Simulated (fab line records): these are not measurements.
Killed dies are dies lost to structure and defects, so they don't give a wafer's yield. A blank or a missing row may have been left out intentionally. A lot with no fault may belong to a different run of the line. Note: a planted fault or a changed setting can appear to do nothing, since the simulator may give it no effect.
fab line records -- flow sky130
record lots=14, wafers=42, last-day=50
route steps=708 shown VT_ADJUST_HVTR@138 SONOS_TUNNEL@166 SONOS_ONO@182 LDD_N@251 PAD_OPEN@708
lots that met no fault: taken from a fault-free run of the same line
start-h: hours from the record's first day to the start of the lot's first wafer shown -- wait-h: time in hours since the lot's previous step -- " unchanged from the row above -- L1.1+2: a single row standing in for several wafers -- - no value, or no start given -- * or withheld: withheld -- < > ~ a bound
route shown NAME@n: a module of which the file shows steps, and the number in the route of the first -- usual: mean/standard deviation taken from wafers without a fault -- same: alike in all rows -- chamber/n: place in a boat -- sites: readings site by site -- _std_site: standard deviation of those values -- _edge_site: inner sites' mean taken away from outer sites' mean -- radius-mm: for every site, how far away it sits from the centre of the wafer -- mask NAME#n: copy n -- behind: the last tool/chamber to shape the wafer -- hold: the reason the lot was held/the length of the hold in hours/how it ended -- device: whichever transistor did not switch (one of n, p or np) -- end of line: tests of these same wafers at the route's end -- step lacking rows: just its recipe -- killed: count of dies lost to structure and defects at first sort (not the wafer's yield) -- map: the dies of a wafer, with x for killed, . for not killed, _ for no die there
set.NAME: the setting as run; set.NAME@STEP: as run at that earlier step -- model.NAME: the simulator's own value behind a step, which no gauge read
one table for each step of the route and one row for each wafer, over a sample of lots
services: when a tool's chamber went out of use (start-h, in hours from the record's first day, below 0 if earlier), for how many hours, and the reason
## steps
# step SKY_VT_ADJUST_HVTR_CD_MEAS_07
# recipe target-cd-nm=380
# usual cd-nm=379.4/2
lot.wafer,tool,chamber,start-h,wait-h,cd-nm
L208.1,cd-sem-01,-,205.17,0.1,382.2
L208.5,cd-sem-01,-,205.17,0.1,379.4
L208.6,cd-sem-01,-,205.17,0.1,381.7
L209.1,cd-sem-01,-,211.57,0.1,380.5
L209.5,cd-sem-01,-,211.57,0.1,378.3
L209.6,cd-sem-01,-,211.57,0.1,377.6
L210.3,cd-sem-02,-,219.35,0.1,380.6
L210.4,cd-sem-02,-,219.35,0.1,378.8
L210.5,cd-sem-02,-,219.35,0.1,379.8
L213.1,cd-sem-01,-,234.62,0.1,380.9
L213.2,cd-sem-01,-,234.62,0.1,381.0
L213.5,cd-sem-01,-,234.62,0.1,379.7
L214.3,cd-sem-01,-,244.97,0.1,378.4
L214.4,cd-sem-01,-,244.97,0.1,377.4
L214.5,cd-sem-01,-,244.97,0.1,377.3
L215.1,cd-sem-02,-,270.62,0.1,378.2
L215.3,cd-sem-02,-,270.62,0.1,375.3
L215.6,cd-sem-02,-,270.62,0.1,378.3
L216.2,cd-sem-01,-,271.33,0.1,383.1
L216.3,cd-sem-01,-,271.33,0.1,382.8
L216.6,cd-sem-01,-,271.33,0.1,380.8
L218.1,cd-sem-01,-,280.57,0.1,378.1
L218.4,cd-sem-01,-,280.57,0.1,379.5
L218.6,cd-sem-01,-,280.57,0.1,376.9
L221.2,cd-sem-02,-,305.24,0.1,382.0
L221.5,cd-sem-02,-,305.24,0.1,381.0
L221.6,cd-sem-02,-,305.24,0.1,379.6
L222.2,cd-sem-01,-,305.98,0.1,382.4
L222.3,cd-sem-01,-,305.98,0.1,386.2
L222.6,cd-sem-01,-,305.98,0.1,383.2
L225.2,cd-sem-01,-,318.29,0.1,375.5
L225.4,cd-sem-01,-,318.29,0.1,375.6
L225.5,cd-sem-01,-,318.29,0.1,376.6
L228.1,cd-sem-01,-,333.66,0.1,376.4
L228.2,cd-sem-01,-,333.66,0.1,376.6
L228.6,cd-sem-01,-,333.66,0.1,378.7
L229.1,cd-sem-01,-,345.47,0.1,379.8
L229.2,cd-sem-01,-,345.47,0.1,376.9
L229.3,cd-sem-01,-,345.47,0.1,379.0
L231.1,cd-sem-02,-,360.17,0.1,378.4
L231.5,cd-sem-02,-,360.17,0.1,379.9
L231.6,cd-sem-02,-,360.17,0.1,382.0
# step SKY_SONOS_TUNNEL_TW_MEAS_12
# usual SONOS_TUNNEL_TW=198.4/0.8
lot.wafer,tool,chamber,start-h,wait-h,SONOS_TUNNEL_TW
L208.1,film-metro-03,-,252.03,0.0,198.4
L208.5,film-metro-03,-,252.03,0.0,197.5
L208.6,film-metro-03,-,252.03,0.0,197.1
L209.1,film-metro-03,-,258.48,0.0,197.8
L209.5,film-metro-03,-,258.48,0.0,197.4
L209.6,film-metro-03,-,258.48,0.0,197.6
L210.3,film-metro-02,-,267.69,0.0,198.4
L210.4,film-metro-02,-,267.69,0.0,199.6
L210.5,film-metro-02,-,267.69,0.0,198.8
L213.1,film-metro-01,-,281.80,0.0,198.5
L213.2,film-metro-01,-,281.80,0.0,198.6
L213.5,film-metro-01,-,281.80,0.0,198.1
L214.3,film-metro-01,-,289.53,0.0,197.3
L214.4,film-metro-01,-,289.53,0.0,197.6
L214.5,film-metro-01,-,289.53,0.0,197.6
L215.1,film-metro-02,-,308.83,0.0,198.9
L215.3,film-metro-02,-,308.83,0.0,197.8
L215.6,film-metro-02,-,308.83,0.0,198.8
L216.2,film-metro-01,-,309.46,0.0,197.5
L216.3,film-metro-01,-,309.46,0.0,198.1
L216.6,film-metro-01,-,309.46,0.0,198.4
L218.1,film-metro-02,-,319.30,0.0,198.8
L218.4,film-metro-02,-,319.30,0.0,198.5
L218.6,film-metro-02,-,319.30,0.0,198.6
L221.2,film-metro-03,-,357.46,0.0,200.1
L221.5,film-metro-03,-,357.46,0.0,200.3
L221.6,film-metro-03,-,357.46,0.0,199.2
L222.2,film-metro-02,-,358.96,0.0,199.2
L222.3,film-metro-02,-,358.96,0.0,198.7
L222.6,film-metro-02,-,358.96,0.0,198.4
L225.2,film-metro-01,-,372.77,0.0,198.0
L225.4,film-metro-01,-,372.77,0.0,198.8
L225.5,film-metro-01,-,372.77,0.0,198.8
L228.1,film-metro-01,-,389.38,0.0,197.8
L228.2,film-metro-01,-,389.38,0.0,198.0
L228.6,film-metro-01,-,389.38,0.0,198.6
L229.1,film-metro-03,-,402.43,0.0,198.9
L229.2,film-metro-03,-,402.43,0.0,199.6
L229.3,film-metro-03,-,402.43,0.0,198.5
L231.1,film-metro-01,-,418.64,0.0,197.5
L231.5,film-metro-01,-,418.64,0.0,199.6
L231.6,film-metro-01,-,418.64,0.0,198.1
# step SKY_SONOS_ONO_OVL_MEAS_14
# usual SONOS_ONO_OVL=0.8/1.7
lot.wafer,tool,chamber,start-h,wait-h,SONOS_ONO_OVL[nm]
L208.1,overlay-02,-,280.94,0.1,2.4
L208.5,overlay-02,-,280.94,0.1,-0.7
L208.6,overlay-02,-,280.94,0.1,2.3
L209.1,overlay-02,-,287.09,0.1,-0.6
L209.5,overlay-02,-,287.09,0.1,1.1
L209.6,overlay-02,-,287.09,0.1,2.8
L210.3,overlay-01,-,293.00,0.1,1.3
L210.4,overlay-01,-,293.00,0.1,0.1
L210.5,overlay-01,-,293.00,0.1,1.7
L213.1,overlay-01,-,307.48,0.1,1.3
L213.2,overlay-01,-,307.48,0.1,1.0
L213.5,overlay-01,-,307.48,0.1,0.6
L214.3,overlay-02,-,312.80,0.1,-0.7
L214.4,overlay-02,-,312.80,0.1,0.2
L214.5,overlay-02,-,312.80,0.1,0.6
L215.1,overlay-01,-,338.29,0.1,2.7
L215.3,overlay-01,-,338.29,0.1,0.7
L215.6,overlay-01,-,338.29,0.1,2.8
L216.2,overlay-01,-,341.45,0.1,0.4
L216.3,overlay-01,-,341.45,0.1,0.1
L216.6,overlay-01,-,341.45,0.1,-0.1
L218.1,overlay-02,-,353.73,0.1,-0.3
L218.4,overlay-02,-,353.73,0.1,-1.9
L218.6,overlay-02,-,353.73,0.1,-1.8
L221.2,overlay-01,-,389.90,0.1,4.3
L221.5,overlay-01,-,389.90,0.1,2.9
L221.6,overlay-01,-,389.90,0.1,3.0
L222.2,overlay-02,-,392.34,0.1,2.0
L222.3,overlay-02,-,392.34,0.1,1.4
L222.6,overlay-02,-,392.34,0.1,1.8
L225.2,overlay-01,-,407.19,0.1,2.7
L225.4,overlay-01,-,407.19,0.1,2.4
L225.5,overlay-01,-,407.19,0.1,0.5
L228.1,overlay-01,-,423.13,0.1,3.3
L228.2,overlay-01,-,423.13,0.1,1.0
L228.6,overlay-01,-,423.13,0.1,3.3
L229.1,overlay-01,-,437.13,0.1,2.4
L229.2,overlay-01,-,437.13,0.1,2.7
L229.3,overlay-01,-,437.13,0.1,3.0
L231.1,overlay-02,-,453.46,0.1,-1.3
L231.5,overlay-02,-,453.46,0.1,-2.7
L231.6,overlay-02,-,453.46,0.1,-3.8
# step SKY_LDD_N_IMPLANT_14
# recipe species=BF2, energy-kev=50, dose-cm2=5e+12, tilt-deg=30, rotation-deg=180
# usual dose-ions-cm2=5e+12/5.6e+09, faraday-current-uA=28.2/0.58
# same implant-ion-amu=49
lot.wafer,tool,chamber,start-h,wait-h,dose-ions-cm2,faraday-current-uA
L208.1,implanter-02,0,391.66,0.1,5.011e+12,29.1
L208.5,implanter-02,0,391.66,0.1,5.01e+12,28.6
L208.6,implanter-02,0,391.66,0.1,5.011e+12,28.1
L209.1,implanter-04,0,394.10,0.1,5.006e+12,28.1
L209.5,implanter-04,0,394.10,0.1,5.01e+12,28.5
L209.6,implanter-04,0,394.10,0.1,5.005e+12,27.6
L210.3,implanter-02,0,406.85,0.1,4.998e+12,28.7
L210.4,implanter-02,0,406.85,0.1,4.995e+12,28.3
L210.5,implanter-02,0,406.85,0.1,4.986e+12,27.7
L213.1,implanter-01,0,429.26,0.1,5e+12,27.9
L213.2,implanter-01,0,429.26,0.1,4.997e+12,28.5
L213.5,implanter-01,0,429.26,0.1,4.998e+12,28.8
L214.3,implanter-04,0,437.25,0.1,5.002e+12,28.9
L214.4,implanter-04,0,437.25,0.1,5.004e+12,27.2
L214.5,implanter-04,0,437.25,0.1,4.999e+12,29.0
L215.1,implanter-01,0,465.45,0.1,4.989e+12,28.0
L215.3,implanter-01,0,465.45,0.1,4.997e+12,27.3
L215.6,implanter-01,0,465.45,0.1,5e+12,28.8
L216.2,implanter-02,0,472.22,0.1,5e+12,28.9
L216.3,implanter-02,0,472.22,0.1,5.004e+12,28.5
L216.6,implanter-02,0,472.22,0.1,5.006e+12,29.5
L218.1,implanter-01,0,484.65,0.1,5.007e+12,27.3
L218.4,implanter-01,0,484.65,0.1,5.001e+12,27.7
L218.6,implanter-01,0,484.65,0.1,5.002e+12,28.2
L221.2,implanter-02,0,522.13,0.1,7.082e+12,39.3
L221.5,implanter-02,0,522.13,0.1,7.086e+12,41.0
L221.6,implanter-02,0,522.13,0.1,7.083e+12,41.4
L222.2,implanter-02,0,528.38,0.1,7.083e+12,39.4
L222.3,implanter-02,0,528.38,0.1,7.076e+12,39.8
L222.6,implanter-02,0,528.38,0.1,7.073e+12,40.9
L225.2,implanter-04,0,545.67,0.1,5.003e+12,27.2
L225.4,implanter-04,0,545.67,0.1,5.002e+12,28.5
L225.5,implanter-04,0,545.67,0.1,5.006e+12,28.1
L228.1,implanter-01,0,558.35,0.1,5.007e+12,27.6
L228.2,implanter-01,0,558.35,0.1,4.996e+12,28.8
L228.6,implanter-01,0,558.35,0.1,5.003e+12,28.2
L229.1,implanter-04,0,572.06,0.1,5.004e+12,27.8
L229.2,implanter-04,0,572.06,0.1,5.003e+12,27.8
L229.3,implanter-04,0,572.06,0.1,5.004e+12,28.6
L231.1,implanter-02,0,589.49,0.1,5.005e+12,27.6
L231.5,implanter-02,0,589.49,0.1,4.998e+12,27.4
L231.6,implanter-02,0,589.49,0.1,5.003e+12,28.8
# step SKY_PAD_OPEN_PROBE_99
# usual killed_at_M0_to_M3=44/7.1, killed_at_M4_up=3.3/1.8, killed-at-contacts=24/5.1, killed-at-front-end=16/4.7, killed-at-other=0.3/0.52, killed-dies=87/9.7, killed-open=47/6.8, killed-short=39/6.7
# same gross-dies=492, killed-at-back-side=0
lot.wafer,tool,chamber,start-h,wait-h,killed_at_M0_to_M3,killed_at_M4_up,killed-at-contacts,killed-at-front-end,killed-at-other,killed-dies,killed-open,killed-short
L213.1,prober-02,-,1097.83,0.1,44,1,22,23,0,90,53,36
L213.2,prober-02,-,1097.88,0.1,38,3,24,17,0,82,46,36
L213.5,prober-02,-,1098.03,0.2,42,5,22,28,0,97,54,43
L214.3,prober-01,-,1102.80,0.2,46,6,26,23,0,101,52,49
L214.4,prober-01,-,1102.85,0.2,51,2,20,28,0,101,49,52
L214.5,prober-01,-,1102.90,0.2,43,3,18,16,0,80,40,40
L216.2,prober-01,-,1124.01,0.1,34,6,24,10,0,74,35,39
L216.3,prober-01,-,1124.06,0.2,37,4,18,16,0,75,40,35
L216.6,prober-01,-,1124.21,0.2,47,1,25,15,1,89,51,37
L218.1,prober-01,-,1132.41,0.1,40,1,23,19,0,83,45,38
L218.4,prober-01,-,1132.56,0.2,48,1,27,19,1,96,52,44
L218.6,prober-01,-,1132.66,0.2,53,2,21,23,0,99,55,44
L221.2,prober-01,-,1153.22,0.1,56,5,27,17,1,106,57,49
L221.5,prober-01,-,1153.37,0.2,63,4,18,18,1,104,55,49
L221.6,prober-01,-,1153.42,0.2,40,2,29,10,1,82,45,37
L222.2,prober-01,-,1157.00,0.1,51,2,24,17,0,94,53,41
L222.3,prober-01,-,1157.05,0.2,46,3,24,9,0,82,42,40
L222.6,prober-01,-,1157.20,0.2,48,7,14,20,1,90,52,38
# killed by level:class
L213.1 CONTACT:geometric-particle:open=9 VIA1:geometric-particle:open=9 VIA2:geometric-particle:open=8 FIELD_ISO:geometric-particle:open=7 VIA3:geometric-particle:open=7 FIELD_ISO:geometric-particle:short=5 VIA1:geometric-particle:short=5 POLY_GATE:geometric-particle:open=4
L213.2 VIA2:geometric-particle:open=11 LI_CONTACT:geometric-particle:open=8 CONTACT:geometric-particle:open=6 VIA3:geometric-particle:open=6 LOCAL_INTERCONNECT:geometric-particle:short=5 VIA1:geometric-particle:short=4 FIELD_ISO:geometric-particle:open=3 FIELD_ISO:geometric-particle:short=3
L213.5 VIA1:geometric-particle:open=14 LI_CONTACT:geometric-particle:open=9 POLY_GATE:geometric-particle:short=7 CONTACT:geometric-particle:open=7 FIELD_ISO:geometric-particle:short=6 METAL2:geometric-particle:short=6 VIA3:geometric-particle:open=6 POLY_GATE:geometric-particle:open=5
L214.3 VIA1:geometric-particle:open=12 CONTACT:geometric-particle:open=8 LI_CONTACT:geometric-particle:open=7 VIA2:geometric-particle:open=7 POLY_GATE:geometric-particle:open=6 CONTACT:geometric-particle:short=5 FIELD_ISO:geometric-particle:short=5 POLY_GATE:geometric-particle:short=5
L214.4 POLY_GATE:geometric-particle:open=10 VIA1:geometric-particle:open=8 POLY_GATE:geometric-particle:short=7 METAL2:geometric-particle:short=6 FIELD_ISO:geometric-particle:open=6 CONTACT:geometric-particle:open=6 VIA2:geometric-particle:short=6 VIA2:geometric-particle:open=6
L214.5 VIA1:geometric-particle:open=9 VIA2:geometric-particle:open=6 METAL1:geometric-particle:short=6 POLY_GATE:geometric-particle:short=5 LI_CONTACT:geometric-particle:open=5 VIA3:geometric-particle:open=5 FIELD_ISO:geometric-particle:open=4 LOCAL_INTERCONNECT:geometric-particle:short=4
L216.2 VIA1:geometric-particle:open=7 CONTACT:geometric-particle:short=6 CONTACT:geometric-particle:open=6 METAL1:geometric-particle:short=5 LOCAL_INTERCONNECT:geometric-particle:short=5 FIELD_ISO:geometric-particle:open=4 METAL4:geometric-particle:short=4 VIA1:geometric-particle:short=4
L216.3 VIA1:geometric-particle:open=11 POLY_GATE:geometric-particle:short=6 VIA2:geometric-particle:open=6 CONTACT:geometric-particle:open=5 VIA3:geometric-particle:short=5 FIELD_ISO:geometric-particle:open=4 VIA3:geometric-particle:open=4 LI_CONTACT:geometric-particle:open=4
L216.6 VIA1:geometric-particle:open=13 VIA3:geometric-particle:open=7 LOCAL_INTERCONNECT:geometric-particle:short=7 VIA2:geometric-particle:open=7 METAL2:geometric-particle:short=6 CONTACT:geometric-particle:open=6 LI_CONTACT:geometric-particle:open=5 FIELD_ISO:geometric-particle:open=4
L218.1 VIA1:geometric-particle:open=9 METAL2:geometric-particle:short=8 VIA2:geometric-particle:open=7 LI_CONTACT:geometric-particle:open=7 CONTACT:geometric-particle:open=7 FIELD_ISO:geometric-particle:open=5 FIELD_ISO:geometric-particle:short=5 POLY_GATE:geometric-particle:short=5
L218.4 POLY_GATE:geometric-particle:open=9 CONTACT:geometric-particle:open=9 METAL2:geometric-particle:short=9 VIA2:geometric-particle:open=8 LI_CONTACT:geometric-particle:open=7 LOCAL_INTERCONNECT:geometric-particle:short=6 VIA3:geometric-particle:open=6 METAL1:geometric-particle:short=6
L218.6 VIA1:geometric-particle:open=12 VIA2:geometric-particle:open=9 CONTACT:geometric-particle:open=7 FIELD_ISO:geometric-particle:open=6 LI_CONTACT:geometric-particle:open=6 METAL1:geometric-particle:short=6 METAL2:geometric-particle:short=6 FIELD_ISO:geometric-particle:short=5
L221.2 CONTACT:geometric-particle:open=12 METAL2:geometric-particle:short=12 VIA1:geometric-particle:open=10 LI_CONTACT:geometric-particle:open=6 METAL1:geometric-particle:short=6 VIA3:geometric-particle:open=6 FIELD_ISO:geometric-particle:open=5 POLY_GATE:geometric-particle:open=5
L221.5 VIA1:geometric-particle:open=21 VIA2:geometric-particle:open=9 VIA1:geometric-particle:short=8 METAL2:geometric-particle:short=8 METAL1:geometric-particle:short=7 POLY_GATE:geometric-particle:short=5 LI_CONTACT:geometric-particle:open=5 POLY_GATE:geometric-particle:open=4
L221.6 VIA1:geometric-particle:open=13 CONTACT:geometric-particle:open=10 CONTACT:geometric-particle:short=8 METAL2:geometric-particle:short=6 LI_CONTACT:geometric-particle:open=5 VIA3:geometric-particle:open=4 LOCAL_INTERCONNECT:geometric-particle:short=4 VIA1:geometric-particle:short=4
L222.2 CONTACT:geometric-particle:open=12 VIA1:geometric-particle:short=10 VIA1:geometric-particle:open=9 VIA3:geometric-particle:open=8 FIELD_ISO:geometric-particle:open=7 METAL2:geometric-particle:short=6 VIA2:geometric-particle:open=5 FIELD_ISO:geometric-particle:short=4
L222.3 VIA1:geometric-particle:open=11 CONTACT:geometric-particle:open=10 CONTACT:geometric-particle:short=7 VIA3:geometric-particle:open=6 FIELD_ISO:geometric-particle:short=5 VIA2:geometric-particle:open=5 VIA1:geometric-particle:short=5 METAL2:geometric-particle:short=5
L222.6 VIA1:geometric-particle:open=10 METAL2:geometric-particle:short=8 VIA2:geometric-particle:open=8 POLY_GATE:geometric-particle:open=6 VIA1:geometric-particle:short=6 FIELD_ISO:geometric-particle:open=5 LI_CONTACT:geometric-particle:open=5 CONTACT:geometric-particle:open=4
## services
tool,chamber,start-h,hours,kind
implanter-04,-,401.72,1.1,repair
implanter-01,-,407.01,5.2,repair
implanter-04,-,422.67,3.8,pm
implanter-04,-,427.90,6.8,repair
implanter-02,-,432.74,15.7,pm
implanter-04,-,473.88,2.7,repair
implanter-04,-,475.13,15.7,repair
implanter-02,-,502.09,19.0,repair
implanter-01,-,521.45,4.4,repair
implanter-01,-,560.47,3.5,pm
implanter-01,-,564.00,3.2,pm
implanter-04,-,575.68,0.8,repair
## key
first-sign step=SKY_LDD_N_IMPLANT_14, reading=dose-ions-cm2, direction=up, sigmas=99+, usual=*, struck=*
effect step=SKY_LDD_N_IMPLANT_14, reading=faraday-current-uA, direction=up, sigmas=21, usual=28.2, struck=40.3
met-at SKY_LDD_N_IMPLANT_14
struck-lots L221,L222
tester-left-out L221,L222
not-acting-at SKY_VT_ADJUST_HVTR_CD_MEAS_07,SKY_SONOS_TUNNEL_TW_MEAS_12,SKY_SONOS_ONO_OVL_MEAS_14
onset-between 472.22 522.13
fault kind=process-parameter-drift, tool=implanter-02, chamber=-, onset-h=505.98, steps=SKY_LDD_N_IMPLANT_14, channel=dose-cm2, offset=*, shape=step, end-h=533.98, acts-in=*, stated=*
# tester-left-out: of these lots the tester's yield and bins aren't shown, on N5 and GAA mostly nor the transistor test; their killed dies are dies lost to structure and defects alone, not to doping, threshold or leakage, so they don't give the yield
